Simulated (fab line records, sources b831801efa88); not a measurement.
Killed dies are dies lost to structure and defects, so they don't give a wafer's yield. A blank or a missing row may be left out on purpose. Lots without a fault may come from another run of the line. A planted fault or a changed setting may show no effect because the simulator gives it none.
Chamber matching | flow sky130 | SKY_METAL4_ETCH_17 on rie_diel-01: 3 sister chambers
The step etches SiO2 in C4F8/O2/Ar, stops on TiN, time 3.9 s, target depth 15 nm. 3 wafers are shown with their chamber, then 6 later ones without.

WAFERS WITH THEIR CHAMBER
wafer  | chamber | oes_product_au (a.u.)
L085.5 | 1       | 0.769
L084.1 | 2       | 0.764
L084.2 | 0       | 0.746

WAFERS WITHOUT THEIR CHAMBER
wafer  | oes_product_au (a.u.)
L084.4 | 0.764
L087.3 | 0.739
L087.5 | 0.744
L087.6 | 0.755
L094.2 | 0.751
L094.4 | 0.750

WHICH CHAMBER EACH WENT THROUGH
wafer  | from the rows above          | in truth
L084.4 | can't be placed: 2 or 1      | 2
L087.3 | 0                            | 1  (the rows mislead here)
L087.5 | 0                            | 0
L087.6 | can't be placed: 0 or 2 or 1 | 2
L094.2 | can't be placed: 0 or 2      | 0
L094.4 | can't be placed: 0 or 2      | 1
Placed correctly: 1 of 6. Can't be placed from these rows: 4 (the true chamber is among the candidates in 3). Placed wrongly: 1.
How it was worked out, from the rows above alone: a wafer's distance from a chamber is the root of the sum, over the readings, of the square of ((its reading less the chamber's mean) divided by the reading's scatter). The wafer belongs to the nearest chamber; if the next one is less than 2 further off, it can't be placed. A chamber's mean is the mean of its shown wafers. The scatter: with one shown wafer a chamber, the root of the mean of the squares of how far each hidden wafer lies from its nearest shown one.
